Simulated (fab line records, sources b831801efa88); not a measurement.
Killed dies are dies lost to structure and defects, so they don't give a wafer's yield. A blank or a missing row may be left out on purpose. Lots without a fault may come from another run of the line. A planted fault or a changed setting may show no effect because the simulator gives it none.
A struck lot beside a sound one | flow gf180mcu | 14 steps out of a route of 602
Sound: wafers L269.1, L269.5, L269.6. Struck: wafers L270.3, L270.5, L270.6. The cause comes at the end.
At each step with rows: each side's tool, then ch and its chambers, then its first start. Under that, the readings that differ: sound wafers | struck wafers | difference of the means | sigmas: that difference in standard deviations of wafers without a fault.
alike: readings whose means differ by less than 2 such deviations, and words and numbers that are the same on both sides. not compared: withheld readings, readings that some wafer has no value for, bounds like >300 that may hide the same value, and numbers for which the record gives no deviation and whose values overlap.
The two part at a step that has a row with sigmas, a row that says differs or no value, or rows on one side only. Numbers that don't overlap but have no deviation are shown without sigmas and don't part them. A reading that every wafer of one side lacks parts them only if that side has two wafers or more.

GF_SALICIDE_RTA_08: time 30 s.
  sound on rtp_anneal-02 ch 0, day 15 07:55; struck on rtp_anneal-01 ch 0, day 15 18:08
  reading            | sound          | struck         | difference | sigmas
  lamp_power_pct (%) | 16.2 16.1 16.1 | 13.7 13.7 13.7 | -2.4       | -2
  alike: wafer_temp_C_max
then, 1 step without rows for these wafers: GF_CONTACT_CVD_00 (deposits SiO2, target thk 300 nm, time 50 s).
GF_CONTACT_THK_MEAS_01:
  sound on film_metro-04, day 15 08:04; struck on film_metro-02, day 15 18:16
  alike: CONTACT_CVD_00_THK
GF_CONTACT_CVD_02: deposits SiO2 from TEOS, target thk 860 nm, time 95.992 s.
  sound on pecvd-04 ch 0,1,2, day 15 08:08; struck on pecvd-01 ch 0,2, day 15 18:19
  alike: heater_power_w
GF_CONTACT_THK_MEAS_03:
  sound on film_metro-02, day 15 08:12; struck on film_metro-02, day 15 18:24
  alike: CONTACT_CVD_02_THK
GF_CONTACT_CMP_04: polishes SiO2.
  sound on cmp-01 ch 0,1,3, day 15 08:25; struck on cmp-01 ch 0,1,3, day 15 18:32
  alike: motor_current_A, platen_rpm, time_to_endpoint_s
GF_CONTACT_BOW_MEAS_05:
  sound on film_metro-02, day 15 08:34; struck on film_metro-04, day 15 18:47
  alike: CONTACT_BOW
then, 5 steps without rows for these wafers: GF_CONTACT_DEHYDRATE_06 (time 60 s); GF_CONTACT_HMDS_07 (prime time 60 s); GF_CONTACT_COAT_08; GF_CONTACT_COAT_09 (resist thk 1000 nm); GF_CONTACT_SOFTBAKE_10 (time 60 s).
GF_CONTACT_EXPOSE_11: exposes mask Contact, target cd 220 nm.
  sound on krf_scanner-02 ch 0, day 15 19:20; struck on krf_scanner-01, day 16 06:14
  no value came back on the struck wafers for exposure_dose_mJ_cm2, focus_offset_nm (nm), reticle_temp_C (C); on the sound wafers exposure_dose_mJ_cm2 reads 37.95 38.03 38.00
  alike: mask
then, 1 step without rows for these wafers: GF_CONTACT_PEB_12 (peb time 90 s).

WHERE THEY PART
First at GF_SALICIDE_RTA_08; last, within this record, at GF_CONTACT_EXPOSE_11.

WHY: what the simulator had put in
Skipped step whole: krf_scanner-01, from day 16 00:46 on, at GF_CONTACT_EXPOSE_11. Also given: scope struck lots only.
